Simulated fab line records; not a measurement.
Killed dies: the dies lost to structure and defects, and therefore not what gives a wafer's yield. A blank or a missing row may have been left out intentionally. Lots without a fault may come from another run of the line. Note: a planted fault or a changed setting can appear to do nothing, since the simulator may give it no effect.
A lot that was struck, set against a sound lot    flow gf180mcu    19 out of 602 route steps
Sound: the wafers L805.2, L805.3, L805.5. Wafers struck: L815.1, L815.4, L815.6. The cause comes at the end.
Each step with rows lists, per side, the tool, then ch with its chambers, then its first start. Under that, the readings that differ: sound wafers    struck wafers    difference of the means    sigmas: that difference in standard deviations of wafers without a fault.
alike: readings with means less than 2 such deviations apart, plus words and numbers identical on both sides. not compared: withheld readings, readings lacking a value on some wafer, bounds such as >300 that could conceal the same value, and numbers that have no deviation in the record and whose values overlap.
Wherever a step has rows on one side only, a row that says differs or no value, or a row with sigmas, the two part there. Numbers that don't overlap but have no deviation are shown without sigmas and don't part them. Lack of a reading on every wafer of one side parts them only where that side has two or more wafers.

GF_V1_CMP_26: polishes, stops on SiO2, t overpolish 15 s, target thk 0 nm.
  sound on cmp-02 ch 0,1,3, day 19 19:46; struck on cmp-02 ch 1,2, day 23 01:30
  alike: edge zone pressure frac, motor current A, overpolish run s, retaining ring pressure frac, time to endpoint s
GF_M2_SPUTTER_00: material Ti, target thk 37.5 nm, time 150 s.
  sound on pvd sputter-01 at day 19 19:58; struck on pvd sputter-04 at day 23 01:48
  alike: throttle valve pct
GF_M2_SPUTTER_01: material TiN, target thk 30 nm, time 25 s.
  sound on pvd sputter-01 at day 19 20:04; struck on pvd sputter-04 at day 23 01:54
  alike: throttle valve pct
GF_M2_SPUTTER_02: material AlCu, target thk 450 nm, time 23.9 s.
  sound on pvd sputter-01 at day 19 20:06; struck on pvd sputter-04 at day 23 01:56
  alike: throttle valve pct
GF_M2_SPUTTER_03: material Ti, target thk 10 nm, time 6.7 s.
  sound on pvd sputter-01 at day 19 20:08; struck on pvd sputter-04 at day 23 01:58
  alike: throttle valve pct
then, 1 step without rows for these wafers: GF_M2_SPUTTER_04 (material TiN, target thk 50 nm, time 41.7 s).
GF_M2_RS_MEAS_05: uses a four-point probe to measure.
  sound on film metro-04 at day 19 20:13; struck on film metro-02 at day 23 02:01
  alike: M2_ALCU_RS
GF_M2_THK_MEAS_06: measures by xrf.
  sound on film metro-04 at day 19 20:19; struck on film metro-02 at day 23 02:08
  alike: M2_ALCU_THK
then, 4 steps without rows for these wafers: GF_M2_DEHYDRATE_07 (time 60 s); GF_M2_HMDS_08 (prime time 60 s); GF_M2_COAT_09 (resist thk 1000 nm); GF_M2_SOFTBAKE_10 (time 58.37 s).
GF_M2_EXPOSE_11: exposes mask Metal2, target cd 280 nm.
  sound on krf scanner-01 ch 0, day 20 08:05; struck on krf scanner-01 ch 0, day 23 13:49
reading                sound                 struck                difference  sigmas
exposure dose mJ cm2   28.14 28.06 28.11     25.19 25.24 25.20     -2.89       -88
stage vel mm s (mm/s)  499.84 499.89 499.95  500.43 500.41 500.32  +0.49       +2
  alike: mask
then, 2 steps without rows for these wafers: GF_M2_PEB_12 (peb time 90 s); GF_M2_DEVELOP_13 (develop time 60 s).
GF_M2_CD_MEAS_14: target cd 280 nm.
  sound on cd sem-02 at day 20 20:16; struck on cd sem-01 at day 24 00:14
reading     sound              struck             difference  sigmas
cd nm (nm)  279.0 278.1 277.3  205.1 201.6 178.5  -83.1       -76
GF_M2_OVL_MEAS_15:
  sound on overlay-01 at day 20 20:22; struck on overlay-02 at day 24 00:22
  alike: M2_OVL
GF_M2_METAL_ETCH_16: etches the open film in Cl2/BCl3, stops on SiO2, target depth 627.5 nm, time 104.6 s.
  sound on rie metal-03 ch 0,1, day 20 20:24; struck on rie metal-01 ch 0,1, day 24 00:24
reading              sound            struck           difference  sigmas
model.M2.cd nm (nm)  273 278.1 276.9  206.8 201.5 181  -79.6       
  alike: chamber pressure mTorr, drypump motor current A, oes product au, throttle valve pct
  not compared: rf hours counter h
then, 1 step without rows for these wafers: GF_M2_STRIP_17 (strips in O2/N2).

== WHERE THEY PART ==
Last at GF_M2_CD_MEAS_14 as far as this record goes, first at GF_M2_EXPOSE_11. Later steps at which nothing parts them and some readings are alike: GF_M2_OVL_MEAS_15, GF_M2_METAL_ETCH_16.

WHY: the cause the simulator had injected
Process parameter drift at GF_M2_EXPOSE_11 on krf scanner-01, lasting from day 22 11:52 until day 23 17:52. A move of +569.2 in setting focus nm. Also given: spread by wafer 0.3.
